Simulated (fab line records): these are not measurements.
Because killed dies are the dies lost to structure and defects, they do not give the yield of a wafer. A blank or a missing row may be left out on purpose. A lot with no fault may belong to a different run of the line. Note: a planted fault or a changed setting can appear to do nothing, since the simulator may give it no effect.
The tool behind it: which one? -- flow sfq-line -- 13 lots, 39 wafers sampled, at 3 steps of a route of 325

== WHAT EACH GAUGE READ, for each wafer ==
SFQ_M7_OVL_MEAS_945. Usual: M7_OVL gives -2 nm (standard deviation 5.3).
lot,measured,on,M7_OVL (nm),flag
L375,day 73 05:13,overlay-01,-5 0 -6,
L376,day 73 07:37,overlay-01,0 -8 -6,
L377,day 73 18:25,overlay-01,2 -6 -6,
L378,day 73 20:57,overlay-01,8 6 2,
L381,day 74 06:33,overlay-01,7 6 5,
L382,day 76 05:32,overlay-01,-5 -3 -10,
L383,day 76 10:05,overlay-01,-2 2 -4,
L385,day 76 16:51,overlay-01,-5 -2 -12,
L386,day 81 14:31,overlay-01,-6 -6 -3,
L387,day 81 16:58,overlay-01,2 -1 0,
L396,day 87 09:14,overlay-01,-7 -10 -5,
L397,day 87 17:38,overlay-01,-1 9 -2,
L398,day 87 20:02,overlay-02,-7 -1 0,

== EACH LOT AND THE TOOL THAT RAN IT (in order: tool; ch and the chambers of the sampled wafers; start) ==
lot,SFQ_TRILAYER_JJ_CE_LITHO_COAT_114,SFQ_TRILAYER_JJ_CE_METRO_MEASURE_117
L375,"litho-track-01 ch 0, day 37 05:17","cd-sem-01, day 43 09:06"
L376,"litho-track-03 ch 0, day 43 10:38","cd-sem-02, day 43 12:37"
L377,"litho-track-01 ch 0, day 43 13:02","cd-sem-01, day 43 15:01"
L378,"litho-track-03 ch 0, day 43 14:14","cd-sem-02, day 43 16:13"
L381,"litho-track-03 ch 0, day 51 09:23","cd-sem-01, day 51 13:08"
L382,"litho-track-02 ch 0, day 52 11:40","cd-sem-02, day 52 14:13"
L383,"litho-track-01 ch 0, day 52 18:46","cd-sem-01, day 52 20:54"
L385,"litho-track-01 ch 0, day 53 10:19","cd-sem-01, day 59 07:28"
L386,"litho-track-01 ch 0, day 53 18:49","cd-sem-02, day 59 14:52"
L387,"litho-track-01 ch 0, day 53 19:58","cd-sem-01, day 59 18:16"
L396,"litho-track-02 ch 0, day 57 18:40","cd-sem-02, day 63 16:44"
L397,"litho-track-03 ch 0, day 58 06:13","cd-sem-01, day 64 03:32"
L398,"litho-track-02 ch 0, day 58 09:52","cd-sem-02, day 64 06:08"
- SFQ_TRILAYER_JJ_CE_LITHO_COAT_114: resist thk 600 nm.
- SFQ_TRILAYER_JJ_CE_METRO_MEASURE_117

== WHAT THE TOOLS THEMSELVES READ (means of the sampled wafers that have a number; where no wafer has one, the mark that the record gives instead) ==
SFQ_TRILAYER_JJ_CE_LITHO_COAT_114. Usual: chill-plate-temp-C 23.01 C, standard deviation 0.1; spin-speed-rpm 2999.9 rpm, standard deviation 2.1.
lot,tool,chill-plate-temp-C (C),spin-speed-rpm (rpm),flag
L375,litho-track-01,23.07,2999.6,
L376,litho-track-03,22.98,3000.1,
L377,litho-track-01,23.05,3002.6,
L378,litho-track-03,23.05,3000.3,
L381,litho-track-03,23.16,2999.5,
L382,litho-track-02,22.93,3001.3,
L383,litho-track-01,23.12,2997.6,
L385,litho-track-01,22.95,3000.7,
L386,litho-track-01,23.07,2998.8,
L387,litho-track-01,23.00,3003.0,
L396,litho-track-02,23.12,2999.1,
L397,litho-track-03,23.03,2999.4,
L398,litho-track-02,23.00,2999.6,

SFQ_TRILAYER_JJ_CE_METRO_MEASURE_117. Usual: cd-nm reads 700.0 nm (standard deviation 1.4).
lot,tool,cd-nm (nm),flag
L375,cd-sem-01,699.4,
L376,cd-sem-02,701.8,
L377,cd-sem-01,699.8,
L378,cd-sem-02,700.1,
L381,cd-sem-01,700.9,
L382,cd-sem-02,698.9,
L383,cd-sem-01,698.7,
L385,cd-sem-01,701.3,
L386,cd-sem-02,700.4,
L387,cd-sem-01,706.0,OFF
L396,cd-sem-02,698.3,
L397,cd-sem-01,699.8,
L398,cd-sem-02,698.6,

== THE ANSWER, worked out from the rows above alone ==
Rule: a lot is off if the mean of its wafers that have a number lies more than 3 standard deviations from the usual mean. A lot without any number at a reading at which 4 lots or more have one is off too. Any other lot the step has rows for is counted as sound. Order of review: gauges by route order, followed by the tools' own readings, for which a lot's mean as printed above is used. At the first step where some lot is off, the reading lying furthest off is the one used; lots without a number count as furthest.
Off at SFQ_TRILAYER_JJ_CE_METRO_MEASURE_117 (cd-nm): L387.
A tool fits if, at that step or a process step before it, it ran every lot that is off, and no sound lot after the first of them. One candidate fits, namely litho-track-01 at SFQ_TRILAYER_JJ_CE_LITHO_COAT_114. Its last sound lot is L386 (day 53 18:49), its first lot that is off L387 (day 53 19:58): a fault that began between those two fits.

== WHAT WAS PUT IN BY THE SIMULATOR ==
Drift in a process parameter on litho-track-01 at SFQ_TRILAYER_JJ_CE_LITHO_COAT_114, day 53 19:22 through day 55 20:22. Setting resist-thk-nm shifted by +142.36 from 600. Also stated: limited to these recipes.
Shown lots that were struck: L387. Same finding as the rule above.
